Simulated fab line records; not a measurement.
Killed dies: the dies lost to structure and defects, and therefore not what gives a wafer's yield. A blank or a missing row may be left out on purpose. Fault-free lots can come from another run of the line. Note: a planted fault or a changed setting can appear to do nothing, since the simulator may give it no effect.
fab line records	flow sfqLine
record lots=14	wafers=42	lastDay=83
route steps=325 shown JJ@194 I6@279 M7@282 I7@296
lots untouched by any fault: they come from a run of this same line in which no faults occurred
startH: hours from the record's first day to the start of the lot's first wafer shown	waitH: hours since the lot's step before	" the same as in the row above	L1.1+2: one row covering several wafers at once	- value missing, or start not given	* or withheld: withheld	< > ~ a bound
route shown NAME@n: NAME is a module with steps in the file, n the number in the route of the first one	usual: mean/standard deviation taken from wafers without a fault	same: alike in all rows	chamber/n: place in a boat	sites: each site's reading	_std_site: standard deviation of those values	_edge_site: outer sites' mean less inner sites'	radiusMm: how far each site lies from the wafer's centre	mask NAME#n: copy n	behind: the tool/chamber that last shaped the wafer	hold: what put the lot on hold/how long, in hours/how the hold closed	device: the n, p or np transistor that did not switch	end of line: tests run on the same wafers once the route is complete	a step given without rows: its recipe and nothing more	killed: not the wafer's yield, but the dies lost to structure and defects at the first sort	map: shows each die of a wafer: x if killed, . if not, _ if none is there
set.NAME: the setting as run; set.NAME@STEP: as run at that earlier step	model.NAME: the simulator's own value behind a step, which no gauge read
steps of the route over a sample of lots; a table a step, a row a wafer
services: a tool's chamber out of use, with start hour (startH, from the record's first day; less than 0 if before it), hours out, and reason
## steps
# step SFQ_TRILAYER_JJ_CE_ETCH_RIE_118
# recipe target=Nb	stopOn=Al2O3	maskMaterial=PR	taperDeg=13.257	overEtchFrac=0.15	timeS=97.7	chemistry=SF6	targetDepthNm=170	icpW=600	biasW=80	pressureMtorr=10
# usual chamberPressureMTorr=10.001/0.0097	drypumpMotorCurrentA=5.41/0.28	oesProductAu=0.988/0.0084
lot.wafer	tool	chamber	startH	waitH	chamberPressureMTorr	drypumpMotorCurrentA	oesProductAu	rfHoursCounterH
L375.1	rieMetal-04	1	1290.62	0.1	9.993	5.20	0.999	30
L375.4	"	0	"	"	9.991	5.52	0.974	-
L375.6	"	0	"	"	9.990	5.53	0.987	-
L376.1	rieMetal-03	1	1299.02	0.1	9.992	5.68	0.977	5
L376.5	"	1	"	"	10.009	5.68	0.973	-
L376.6	"	0	"	"	9.995	5.02	0.996	-
L377.2	rieMetal-04	0	1300.22	0.1	10.001	5.51	0.985	21
L377.3	"	0	"	"	9.996	5.51	0.983	-
L377.6	"	1	"	"	9.991	5.21	1.000	-
L380.1	rieMetal-04	0	1305.92	0.1	10.007	5.48	0.988	22
L380.2	"	1	"	"	9.997	5.19	1.000	32
L380.6	"	0	"	"	10.010	5.49	0.990	-
L382.1	rieMetal-03	1	1308.32	0.1	9.997	5.65	0.978	6
L382.4	"	1	"	"	10.017	5.66	0.976	-
L382.5	"	0	"	"	10.003	5.01	0.992	-
L383.2	rieMetal-02	1	1434.00	0.1	10.009	5.90	0.980	67
L383.5	"	0	"	"	9.992	5.64	0.990	-
L383.6	"	1	"	"	10.005	5.88	0.984	-
L388.1	rieMetal-03	0	1480.80	0.1	10.003	5.01	0.998	51
L388.2	"	1	"	"	10.004	5.67	0.980	34
L388.5	"	0	"	"	10.002	5.01	0.995	-
L390.1	rieMetal-03	0	1496.43	0.1	10.005	5.02	0.994	53
L390.2	"	1	"	"	9.999	5.68	0.983	36
L390.3	"	0	"	"	9.992	5.01	0.991	-
L392.1	rieMetal-03	0	1515.89	0.1	10.007	5.00	0.992	55
L392.2	"	1	"	"	9.996	5.66	0.970	39
L392.5	"	1	"	"	10.003	5.66	0.983	-
L394.1	rieMetal-04	0	1578.66	0.1	10.003	5.48	0.991	68
L394.4	"	0	"	"	10.001	5.49	0.982	-
L394.6	"	1	"	"	10.018	5.18	0.992	-
L395.1	rieMetal-03	0	1585.86	0.1	10.003	5.03	0.986	68
L395.3	"	1	"	"	10.012	5.67	0.987	-
L395.5	"	1	"	"	10.001	5.70	0.974	-
L396.3	rieMetal-03	0	1593.09	0.1	9.996	5.03	0.989	-
L396.4	"	1	"	"	10.006	5.68	0.981	-
L396.5	"	0	"	"	10.011	5.02	0.988	-
L397.2	rieMetal-02	0	1600.68	0.1	10.006	5.65	0.990	76
L397.4	"	1	"	"	10.004	5.89	0.983	-
L397.6	"	1	"	"	10.014	5.90	0.972	-
L398.1	rieMetal-03	0	1605.48	0.1	10.012	5.01	0.999	70
L398.3	"	1	"	"	9.999	5.66	0.979	-
L398.5	"	0	"	"	10.007	5.02	0.986	-
# step SFQ_TRILAYER_I6_VIA_STRIP_STRIP_173
# recipe gas=O2	powerW=200	platenTempC=40	overashFraction=0.65	chemistry=O2	pressureMtorr=50
# usual chamberPressureMTorr=50.00/0.049	drypumpMotorCurrentA=5.7/0.31	oesProductAu=0.994/0.012	platenTempC=39.99/0.1
lot.wafer	tool	chamber	startH	waitH	chamberPressureMTorr	drypumpMotorCurrentA	oesProductAu	platenTempC	rfHoursCounterH
L375.1	rieMetal-01	1	1595.19	-	50.01	6.1	0.972	40.09	56
L375.4	"	0	"	"	49.94	5.3	0.970	39.88	-
L375.6	"	0	"	"	50.03	5.4	0.969	39.87	-
L376.1	rieMetal-02	1	1603.82	-	50.04	5.9	0.988	40.12	92
L376.5	"	0	"	"	49.97	5.6	1.003	39.95	-
L376.6	"	1	"	"	49.96	5.9	0.980	40.07	-
L377.2	rieMetal-02	0	1637.37	-	50.00	5.6	0.999	40.08	81
L377.3	"	1	"	"	50.01	5.9	0.992	40.24	-
L377.6	"	0	"	"	49.98	5.6	0.989	40.03	-
L380.1	rieMetal-02	0	1727.73	-	49.88	5.6	1.010	39.95	93
L380.2	"	1	"	"	49.99	5.9	1.009	39.97	109
L380.6	"	0	"	"	50.00	5.6	1.008	40.05	-
L382.1	rieMetal-01	0	1742.13	-	-	-	-	-	-
L382.4	"	1	"	"	-	-	-	-	-
L382.5	"	0	"	"	-	-	-	-	-
L383.2	rieMetal-04	1	1767.45	-	-	-	-	-	-
L383.5	"	0	"	"	-	-	-	-	-
L383.6	"	1	"	"	-	-	-	-	-
L388.1	rieMetal-02	0	1803.57	-	50.03	5.7	1.001	40.07	105
L388.2	"	1	"	"	50.01	5.9	1.005	39.97	120
L388.5	"	1	"	"	50.00	5.9	1.002	40.04	-
L390.1	rieMetal-02	1	1814.37	-	49.99	5.9	1.000	39.87	122
L390.2	"	0	"	"	50.01	5.6	1.003	40.00	106
L390.3	"	0	"	"	50.03	5.6	1.002	40.07	-
L392.1	rieMetal-01	0	1821.57	-	49.99	5.4	0.978	40.05	36
L392.2	"	1	"	"	50.00	6.1	0.990	39.97	86
L392.5	"	0	"	"	49.95	5.3	0.982	39.73	-
L394.1	rieMetal-01	1	1862.37	-	50.02	6.1	0.986	39.98	92
L394.4	"	1	"	"	50.03	6.1	1.004	40.06	-
L394.6	"	0	"	"	49.97	5.3	0.976	39.99	-
L395.1	rieMetal-01	1	1867.17	-	50.01	6.1	0.996	40.02	93
L395.3	"	1	"	"	49.89	6.1	0.991	39.95	-
L395.5	"	1	"	"	49.98	6.1	0.995	39.91	-
L396.3	rieMetal-04	0	1874.77	-	50.06	5.5	1.006	39.86	-
L396.4	"	1	"	"	49.97	5.2	1.018	40.02	-
L396.5	"	1	"	"	50.04	5.2	1.011	39.85	-
L397.2	rieMetal-01	0	1877.12	-	50.07	5.3	0.988	40.11	44
L397.4	"	0	"	"	50.01	5.3	0.978	40.25	-
L397.6	"	0	"	"	49.98	5.3	0.983	40.14	-
L398.1	rieMetal-02	1	1878.32	-	49.89	5.9	0.984	40.14	132
L398.3	"	0	"	"	50.06	5.6	1.003	39.99	-
L398.5	"	1	"	"	49.96	5.9	0.994	39.97	-
# step SFQ_TRILAYER_M7_DEP_SPUTTER_175
# recipe material=Nb	basePressurePa=1.33e-06	chamberPressurePa=0.1333	substrateTempC=20	targetThkNm=200	powerW=2000	timeS=133.3
# usual substrateTempC=20.00/0.094	throttleValvePct=30.1/1.2
lot.wafer	tool	chamber	startH	waitH	substrateTempC	throttleValvePct
L375.1	pvdSputter-05	-	1596.00	0.0	20.05	31.0
L375.4	"	-	"	"	19.83	28.3
L375.6	"	-	"	"	20.11	30.8
L376.1	pvdSputter-06	-	1604.62	0.0	20.00	30.9
L376.5	"	-	"	"	20.05	29.2
L376.6	"	-	"	"	19.98	30.8
L377.2	pvdSputter-05	-	1638.38	0.0	20.08	30.3
L377.3	"	-	"	"	20.13	28.1
L377.6	"	-	"	"	20.22	28.3
L380.1	pvdSputter-03	-	1728.53	0.0	19.96	32.0
L380.2	"	-	"	"	20.02	30.1
L380.6	"	-	"	"	20.15	28.8
L382.1	pvdSputter-03	-	1742.93	0.0	19.91	30.1
L382.4	"	-	"	"	20.00	28.4
L382.5	"	-	"	"	20.15	31.5
L383.2	pvdSputter-03	-	1768.25	0.0	19.98	28.4
L383.5	"	-	"	"	19.94	30.1
L383.6	"	-	"	"	20.08	28.4
L388.1	pvdSputter-03	-	1804.38	0.0	20.16	28.3
L388.2	"	-	"	"	20.03	28.7
L388.5	"	-	"	"	20.10	30.0
L390.1	pvdSputter-05	-	1815.18	0.0	20.01	31.0
L390.2	"	-	"	"	20.09	30.2
L390.3	"	-	"	"	19.94	28.0
L392.1	pvdSputter-05	-	1822.55	0.0	19.91	30.0
L392.2	"	-	"	"	19.99	28.4
L392.5	"	-	"	"	20.05	30.9
L394.1	pvdSputter-03	-	1863.18	0.0	20.14	31.8
L394.4	"	-	"	"	20.13	28.5
L394.6	"	-	"	"	19.87	30.0
L395.1	pvdSputter-05	-	1867.98	0.0	20.11	30.4
L395.3	"	-	"	"	20.04	28.3
L395.5	"	-	"	"	19.94	32.1
L396.3	pvdSputter-03	-	1875.39	0.0	20.11	28.8
L396.4	"	-	"	"	19.91	28.7
L396.5	"	-	"	"	19.98	31.6
L397.2	pvdSputter-06	-	1877.92	0.0	20.16	30.8
L397.4	"	-	"	"	19.80	30.6
L397.6	"	-	"	"	19.79	29.5
L398.1	pvdSputter-05	-	1879.14	0.0	20.06	31.0
L398.3	"	-	"	"	20.04	31.9
L398.5	"	-	"	"	20.05	31.9
# step SFQ_TRILAYER_I7_DEP_PECVD_183
# recipe material=SiO2	tempC=150	timeS=111.11	pressureTorr=2.4	rfW=183.3	precursor=SiH4/N2O	targetThkNm=500
# usual heaterPowerW=81/15	throttleValvePct=24.9/2.1
lot.wafer	tool	chamber	startH	waitH	heaterPowerW	throttleValvePct
L375.1	pecvd-01	2	1604.21	0.0	77	26.1
L375.4	"	0	"	"	68	27.0
L375.6	"	2	"	"	78	26.4
L376.1	pecvd-02	0	1608.15	0.0	75	24.1
L376.5	"	1	"	"	94	22.6
L376.6	"	0	"	"	77	24.6
L377.2	pecvd-02	2	1645.23	0.0	71	24.1
L377.3	"	0	"	"	81	24.4
L377.6	"	2	"	"	72	23.7
L380.1	pecvd-03	2	1732.77	0.0	76	21.8
L380.2	"	0	"	"	106	22.8
L380.6	"	2	"	"	77	21.9
L382.1	pecvd-01	2	1746.45	0.0	76	26.3
L382.4	"	1	"	"	103	29.0
L382.5	"	0	"	"	68	26.9
L383.2	pecvd-02	1	1777.95	0.0	86	22.8
L383.5	"	1	"	"	85	22.7
L383.6	"	2	"	"	73	24.3
L388.1	pecvd-01	0	1807.89	0.0	63	26.6
L388.2	"	2	"	"	74	26.0
L388.5	"	2	"	"	78	26.0
L390.1	pecvd-01	2	1818.69	0.0	66	25.9
L390.2	"	0	"	"	65	27.0
L390.3	"	1	"	"	112	29.1
L392.1	pecvd-03	2	1826.07	0.0	67	22.4
L392.2	"	1	"	"	84	23.6
L392.5	"	2	"	"	69	22.3
L394.1	pecvd-02	1	1866.71	0.0	89	23.3
L394.4	"	2	"	"	67	24.2
L394.6	"	0	"	"	74	24.9
L395.1	pecvd-02	0	1871.53	0.0	76	25.2
L395.3	"	2	"	"	67	24.3
L395.5	"	1	"	"	85	22.8
L396.3	pecvd-01	0	1886.14	0.0	58	26.8
L396.4	"	2	"	"	74	25.9
L396.5	"	0	"	"	61	27.0
L397.2	pecvd-02	1	1887.34	0.0	92	22.8
L397.4	"	0	"	"	79	25.0
L397.6	"	2	"	"	71	24.2
L398.1	pecvd-01	0	1888.56	0.0	73	27.0
L398.3	"	2	"	"	70	26.1
L398.5	"	2	"	"	73	26.0
## services
tool	chamber	startH	hours	kind
rieMetal-03	1	1272.33	18.5	repair
pvdSputter-05	-	1279.63	54.3	repair
pecvd-01	-	1291.60	1.2	repair
pvdSputter-05	-	1291.66	1.2	repair
pecvd-02	-	1321.86	2.8	pm
pecvd-01	0	1323.81	8.0	repair
rieMetal-02	-	1324.52	1.4	pm
pvdSputter-05	-	1328.50	5.1	repair
rieMetal-02	0	1361.30	8.1	repair
rieMetal-03	-	1366.06	1.4	pm
rieMetal-01	1	1372.04	4.8	repair
pecvd-01	-	1386.83	2.8	pm
rieMetal-01	0	1390.89	7.9	repair
pvdSputter-05	-	1394.72	10.5	repair
pvdSputter-03	-	1441.77	6.0	repair
pecvd-02	-	1465.81	0.6	repair
rieMetal-01	-	1477.19	1.0	repair
rieMetal-02	1	1487.13	19.3	repair
rieMetal-01	-	1494.21	0.3	repair
pvdSputter-05	-	1510.74	3.7	repair
pvdSputter-03	-	1540.05	1.8	repair
pecvd-01	0	1540.41	18.9	repair
rieMetal-02	-	1626.85	2.8	pm
rieMetal-02	-	1851.74	2.5	repair
## key
firstSign step=SFQ_TRILAYER_I6_VIA_STRIP_STRIP_173	reading=toolRecord	direction=missing
effect none on later readings
metAt SFQ_TRILAYER_I6_VIA_STRIP_STRIP_173
struckLots L382,L383
notActingAt SFQ_TRILAYER_JJ_CE_ETCH_RIE_118,SFQ_TRILAYER_M7_DEP_SPUTTER_175,SFQ_TRILAYER_I7_DEP_PECVD_183
onsetBetween 1595.19 1742.13
fault kind=skippedStepWhole	tool=rieMetal-01,rieMetal-04	chamber=-	onsetH=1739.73	steps=SFQ_TRILAYER_I6_VIA_STRIP_STRIP_173	scope=struckLotsOnly
